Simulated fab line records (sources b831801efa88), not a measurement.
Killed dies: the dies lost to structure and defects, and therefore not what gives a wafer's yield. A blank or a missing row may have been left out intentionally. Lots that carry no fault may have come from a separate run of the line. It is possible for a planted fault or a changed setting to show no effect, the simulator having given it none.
What tool caused it?	flow sky130	12 lots with 36 wafers sampled at 3 steps, on a route of 708 steps

== WHAT THE GAUGES READ, wafer by wafer ==
SKY_POLY_GATE_THK_MEAS_01.
lot	measured	on	POLY_GATE_CVD_00_THK (nm)
L075	day 13 20:10	film_metro-02	181.1 180.8 179.7
L077	day 15 07:59	film_metro-01	183.8 182.2 183.2
L080	day 16 03:43	film_metro-01	180.6 180.3 180.2
L081	day 16 12:29	film_metro-02	180.2 180.7 180.3
L083	day 17 04:20	film_metro-02	180.3 181.0 180.2
L085	day 17 18:39	film_metro-03	182.7 181.5 182.7
L087	day 18 16:16	film_metro-01	181.7 181.7 179.6
L089	day 18 22:18	film_metro-02	178.9 178.6 179.4
L091	day 19 20:14	film_metro-03	179.3 178.7 178.5
L093	day 21 12:37	film_metro-01	180.6 182.4 180.2
L094	day 22 01:19	film_metro-03	180.3 179.9 182.1
L097	day 22 04:27	film_metro-02	182.5 181.9 182.5

== WHICH TOOL RAN EACH LOT (tool, then ch and the chambers of the sampled wafers, then the start) ==
lot	SKY_PWDE_STRIP_09	SKY_VT_ADJUST_PCH_STRIP_09
L075	plasma_asher-03 ch 0,1, day 3 20:21	plasma_asher-02 ch 0,1, day 10 05:44
L077	plasma_asher-03 ch 0,1, day 4 17:21	plasma_asher-02 ch 0,1, day 11 15:19
L080	plasma_asher-03 ch 0,1, day 5 07:57	plasma_asher-03 ch 0,1, day 12 06:40
L081	plasma_asher-01 ch 0,1, day 5 14:07	plasma_asher-01 ch 0,1, day 12 13:11
L083	plasma_asher-01 ch 0,1, day 6 00:18	plasma_asher-02 ch 0, day 13 04:07
L085	plasma_asher-01 ch 0,1, day 6 10:05	plasma_asher-01 ch 0,1, day 13 20:41
L087	plasma_asher-01 ch 0,1, day 6 22:29	plasma_asher-01 ch 0,1, day 14 09:53
L089	plasma_asher-01 ch 0,1, day 7 06:27	plasma_asher-03 ch 0,1, day 14 20:38
L091	plasma_asher-01 ch 0,1, day 7 18:27	plasma_asher-02 ch 0,1, day 15 12:35
L093	plasma_asher-03 ch 0,1, day 8 11:10	plasma_asher-03 ch 0,1, day 16 13:13
L094	plasma_asher-01 ch 0, day 9 04:10	plasma_asher-03 ch 0,1, day 17 13:24
L097	plasma_asher-04 ch 0,1, day 9 10:03	plasma_asher-02 ch 0, day 17 19:27
- SKY_PWDE_STRIP_09: strips in O2/N2.
- SKY_VT_ADJUST_PCH_STRIP_09: strips in O2/N2.

== THE ANSWER, worked out from the rows above alone ==
Rule: the usual values come from the lots themselves. Put in order of their means at a reading, lots are off if they are a third of the lots or fewer, leave a main group of 4 or more, and stand apart from it by a gap of 3 or more times the standard deviation of the main group's means; of several such gaps the widest counts. A main group whose means are all the same, to the digits that the tables above print for the reading, isn't used. A lot without any number at a reading at which 4 lots or more have one is off too. The other lots that the step has rows for count as sound.
Across all readings shown, no lot is off: no conclusion can be drawn from this.

== WHAT HAD BEEN PUT IN BY THE SIMULATOR ==
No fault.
